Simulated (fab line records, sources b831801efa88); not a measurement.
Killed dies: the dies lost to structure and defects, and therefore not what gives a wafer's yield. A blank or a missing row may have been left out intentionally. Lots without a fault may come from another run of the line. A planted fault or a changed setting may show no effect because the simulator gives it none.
Comparing a struck lot with a sound one    flow sfq_line    13 out of 325 route steps
Sound: these wafers, L767.1, L767.3, L767.5. Struck: wafers L774.2, L774.4. (L774.1 of the same lot was not struck and is left out.) The cause comes at the end.
Order at every step that has rows: each side's tool, ch and its chambers, its first start. Under that, the readings that differ: sound wafers    struck wafers    difference of the means    sigmas: that difference in standard deviations of wafers without a fault.
alike: a reading whose means differ by less than 2 such deviations, as well as words and numbers matching on both sides. not compared: withheld readings; readings where some wafer has no value; bounds like >300 that might hide an equal value; numbers whose values overlap and for which the record gives no deviation.
A row with sigmas, a row that says differs or no value, or rows on one side alone: a step with any of these is where the two part. Non-overlapping numbers with no deviation appear without sigmas and do not part them. A reading that every wafer of one side lacks parts them only if that side has two wafers or more.

first, 2 steps without rows for these wafers: SFQ_TRILAYER_C5_STRIP_SOLV_CLEAN_156 (cleans in NMP, time 600 s); SFQ_TRILAYER_M6_DEP_PRE_CLEAN_158 (time 22.5 s).
SFQ_TRILAYER_M6_DEP_SPUTTER_157: material Nb, target thk 200 nm, time 133.3 s.
  sound: pvd_sputter-03 at day 62 08:19; struck: pvd_sputter-03 at day 76 23:15
  alike: base_pressure_pa, cathode_dc_power_W, throttle_valve_pct
SFQ_M6_RS_MEAS_938: measures by four-point-probe.
  sound: film_metro-01 at day 62 08:24; struck: film_metro-01 at day 76 23:20
  alike: M6_NB_RS
then, 6 steps without rows for these wafers: SFQ_TRILAYER_M6_LITHO_COAT_164 (resist thk 62 nm); SFQ_TRILAYER_M6_LITHO_COAT_159 (resist thk 600 nm); SFQ_TRILAYER_M6_LITHO_SOFTBAKE_163; SFQ_TRILAYER_M6_LITHO_EXPOSE_160 (exposes mask M6, target cd 500 nm); SFQ_TRILAYER_M6_LITHO_PEB_162 (peb time 60 s); SFQ_TRILAYER_M6_LITHO_DEVELOP_161 (time 60 s).
-- the record jumps here: 3 days lie between the struck wafers' starts before and after --
SFQ_M6_OVL_MEAS_940:
  sound: overlay-02 at day 66 09:33; struck: overlay-02 at day 80 04:16
  alike: M6_OVL
SFQ_TRILAYER_M6_BARC_OPEN_METAL_ETCH_206: etches BARC in O2, target depth 125 nm, time 41.7 s.
  sound on rie_metal-04 ch 0,1, day 66 09:35; struck on rie_metal-04 ch 1, day 80 04:18
reading                                              sound              struck       difference  sigmas
oes_product_au (a.u.)                                0.681 0.694 0.686  0.737 0.732  +0.047      +9
run_length_s (s)                                     70.3 69.2 69.8     65.9 66.3    -3.7        -4
model.KrF_of_TRILAYER_M6_LITHO_COAT_159.thk_nm (nm)  522.8 523.1 522.1  526.9 525.1  +3.3        
  alike: drypump_motor_current_A
  not compared: rf_hours_counter_h
SFQ_TRILAYER_M6_ETCH_METAL_ETCH_162: etches Nb in Cl2/Ar, stops on SiO2, target depth 240 nm, time 120 s.
  sound on rie_metal-04 ch 0,1, day 66 09:39; struck on rie_metal-04 ch 1, day 80 04:22
  alike: drypump_motor_current_A, oes_product_au, run_length_s
  not compared: rf_hours_counter_h

WHERE THEY PART
Within this record, at SFQ_TRILAYER_M6_BARC_OPEN_METAL_ETCH_206 only. Later steps at which nothing parts them and some readings are alike: SFQ_TRILAYER_M6_ETCH_METAL_ETCH_162.

WHY: what had been put in by the simulator
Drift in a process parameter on rie_metal-04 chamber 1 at SFQ_TRILAYER_M6_BARC_OPEN_METAL_ETCH_206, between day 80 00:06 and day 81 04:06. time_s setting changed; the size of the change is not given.
